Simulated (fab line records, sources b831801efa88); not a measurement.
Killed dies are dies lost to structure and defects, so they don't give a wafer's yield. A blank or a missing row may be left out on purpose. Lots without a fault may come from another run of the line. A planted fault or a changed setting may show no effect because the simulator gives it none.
Split-lot experiment | flow gf180mcu | 5 lots, 23 wafers read, on a route of 602 steps

THE SPLIT
At GF_HV_LDD_IMPLANT_21, the setting dose_cm2 was moved away from the recipe's 5e+13 on 6 of the 23 wafers read, by -11.6% to -5.2%. The other wafers ran this setting at the recipe's value.

FROM THE SPLIT TO THE READING: what the file shows between them, 1 step
- GF_HV_LDD_STRIP_22: strips in O2/N2

THE READING
HV_LDD_2_TW, at GF_HV_LDD_TW_MEAS_23. Fault-free wafers of this fab line usually give 1053, standard deviation 10.

wafer  | tool, chamber at the split | dose_cm2 as run | against the recipe | HV_LDD_2_TW | against lot-mates on the recipe
L079.1 | implanter-04, 0            | 5e+13           | recipe             | 1039        | -
L079.3 | implanter-04, 0            | 5e+13           | recipe             | 1048        | -
L079.4 | implanter-04, 0            | 4.419e+13       | -11.6%             | 1010        | -35
L079.5 | implanter-04, 0            | 4.419e+13       | -11.6%             | 1007        | -38
L079.6 | implanter-04, 0            | 5e+13           | recipe             | 1048        | -
L081.1 | implanter-04, 0            | 4.419e+13       | -11.6%             | 1017        | -41
L081.2 | implanter-04, 0            | 5e+13           | recipe             | 1058        | -
L081.3 | implanter-04, 0            | 4.419e+13       | -11.6%             | 1019        | -39
L081.5 | implanter-04, 0            | 5e+13           | recipe             | 1056        | -
L081.6 | implanter-04, 0            | 5e+13           | recipe             | 1059        | -
L080.1 | implanter-04, 0            | 5e+13           | recipe             | 1051        | -
L080.2 | implanter-04, 0            | 5e+13           | recipe             | 1049        | -
L080.3 | implanter-04, 0            | 5e+13           | recipe             | 1056        | -
L080.4 | implanter-04, 0            | 5e+13           | recipe             | 1053        | -
L080.5 | implanter-04, 0            | 5e+13           | recipe             | 1054        | -
L082.1 | implanter-02, 0            | 4.74e+13        | -5.2%              | 1017        | -16
L082.2 | implanter-02, 0            | 5e+13           | recipe             | 1035        | -
L082.3 | implanter-02, 0            | 5e+13           | recipe             | 1033        | -
L082.4 | implanter-02, 0            | 5e+13           | recipe             | 1032        | -
L082.5 | implanter-02, 0            | 4.74e+13        | -5.2%              | 1016        | -17
L085.3 | implanter-03, 0            | 5e+13           | recipe             | 1057        | -
L085.4 | implanter-03, 0            | 5e+13           | recipe             | 1059        | -
L085.6 | implanter-03, 0            | 5e+13           | recipe             | 1062        | -

THE FIT
A straight line over all 23 wafers: HV_LDD_2_TW changes by +3.36 for each +1% of dose_cm2; r = +0.84; the points scatter about the line by 10.
The same after taking each lot's own level away (the mean of its wafers on the recipe; 23 wafers): +3.27 for each +1%; r = +0.99; scatter 2.4.
On that fit, the largest move of dose_cm2 shifts the reading by 38.
The lots' own levels span 1033.3 to 1059.3, that is 2.6 times the standard deviation above.
So the lot-to-lot level changes the slope little: the two slopes agree.
Check: with one of the wafers moved furthest among these (-11.6%) left out of the fit, the line predicts -38.9 for it against its lot-mates. It came out at -35 against them.

OTHER SPLITS ON THESE WAFERS
These wafers also went through other splits before the reading. Each is held against what the fit with the lots' levels taken away leaves over:
other split on the same wafers      | wafers away from the commonest value | r with HV_LDD_2_TW (lot level and that fit taken away)
GF_STI_CVD_03 temp_c                | 15                                   | -0.04
GF_STI_DEVELOP_11 develop_time_s    | 11                                   | +0.13
GF_DNWELL_COAT_02 resist_thk_nm     | 7                                    | +0.07
GF_NWELL_IMPLANT_09 energy_kev      | 5                                    | +0.19
GF_LVPWELL_IMPLANT_08 energy_kev    | 7                                    | +0.25
GF_MVSD_SOFTBAKE_03 temp_c          | 8                                    | +0.27
GF_MVSD_IMPLANT_08 dose_cm2         | 6                                    | -0.12
GF_VT_IMPLANT_IMPLANT_08 energy_kev | 7                                    | -0.10
GF_HV_LDD_DEVELOP_06 develop_time_s | 10                                   | -0.10
GF_HV_LDD_COAT_14 resist_thk_nm     | 10                                   | +0.18

THE FILE'S OWN FIT
HV_LDD_2_TW changes by +3.26 for each +1% of dose_cm2, r = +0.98.
